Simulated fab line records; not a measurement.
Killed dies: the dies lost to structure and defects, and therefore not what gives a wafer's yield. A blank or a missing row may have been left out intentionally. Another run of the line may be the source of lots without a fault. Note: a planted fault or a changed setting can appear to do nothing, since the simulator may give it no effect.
One fault through the eyes of 2 desks || flow sky130 || only its own numbers are on each desk; what lay behind them is given at the end

TOOL OWNER'S DESK, implanter-04
The tool's own readings at SKY_RES_XHIGH_IMPLANT_07: means of the sampled wafers that have a number, for each lot that ran on this tool. The brackets show how far a lot's mean lies from the usual mean; more than 4 standard deviations puts the lot out of limits, marked OUT.
Columns: A = beam-on-s at SKY_RES_XHIGH_IMPLANT_07, usual 40 s
{"lot": "L739", "first seen here": "day 29 01:12", "A": 39}
{"lot": "L745", "first seen here": "day 30 20:55", "A": 38}
{"lot": "L746", "first seen here": "day 31 04:58", "A": 39}
{"lot": "L752", "first seen here": "day 33 02:35", "A": 35}
Result from this desk: across the 4 lots, nothing is out of limits.

FROM THE METROLOGY DESK
What the gauges read for every lot (on any tool): the sampled wafers with a number, averaged. The brackets show how far a lot's mean lies from the usual mean; more than 4 standard deviations puts the lot out of limits, marked OUT.
Columns: A = GATE_OXIDE_TW at SKY_GATE_OXIDE_TW_MEAS_14, usual 223.4; B = RES_XHIGH_RS at SKY_SD_N_RS_MEAS_18, usual 333.2 ohm/sq; C = CONTACT_BOW at SKY_CONTACT_BOW_MEAS_05, usual 82 um
{"lot": "L733", "first seen here": "day 14 04:23", "A": 225.1, "B": 333.6, "C": 87}
{"lot": "L734", "first seen here": "day 14 18:19", "A": 225.4, "B": 334.2, "C": 72}
{"lot": "L735", "first seen here": "day 15 04:01", "A": 223.2, "B": 331.9, "C": 73}
{"lot": "L738", "first seen here": "day 15 18:23", "A": 225.1, "B": 332.3, "C": 80}
{"lot": "L739", "first seen here": "day 16 03:02", "A": 222.1, "B": 332.8, "C": 88}
{"lot": "L741", "first seen here": "day 16 17:00", "A": 225.7, "B": 334.3, "C": 84}
{"lot": "L742", "first seen here": "day 17 01:35", "A": 221.1, "B": 335.1, "C": 84}
{"lot": "L744", "first seen here": "day 17 18:59", "A": 223.8, "B": 334.1, "C": 82}
{"lot": "L745", "first seen here": "day 17 23:23", "A": 223.2, "B": 331.9, "C": 74}
{"lot": "L746", "first seen here": "day 18 09:17", "A": 224.1, "B": 333.4, "C": 83}
{"lot": "L747", "first seen here": "day 18 17:13", "A": 220.8, "B": 333.9, "C": 85}
{"lot": "L752", "first seen here": "day 20 10:04", "A": 221.2, "B": "355.4 (+20) OUT", "C": 88}
{"lot": "L756", "first seen here": "day 21 17:35", "A": 223.6, "B": 333.5, "C": 79}
Per this desk, out of limits: L752; the first was L752, day 34 05:29 (RES_XHIGH_RS at SKY_SD_N_RS_MEAS_18). L733, L734, L735, L738, L739, L741, L742, L744, L745, L746, L747, L756 stayed within limits.

TAKEN TOGETHER
The metrology desk could have raised an alarm at day 34 05:29, on L752.
Nothing out of limits was seen by the tool owner's desk.
Tool owner's desk: L752 on record, inside its limits.
Every lot named ran SKY_RES_XHIGH_IMPLANT_07 on implanter-04.

WHAT THE SIMULATOR HAD INSERTED
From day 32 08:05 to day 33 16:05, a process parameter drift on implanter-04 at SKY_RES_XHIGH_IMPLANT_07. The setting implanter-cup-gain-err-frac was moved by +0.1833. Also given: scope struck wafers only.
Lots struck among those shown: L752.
Hours from the fault's start to each desk's first reading out of limits: the metrology desk, 45.
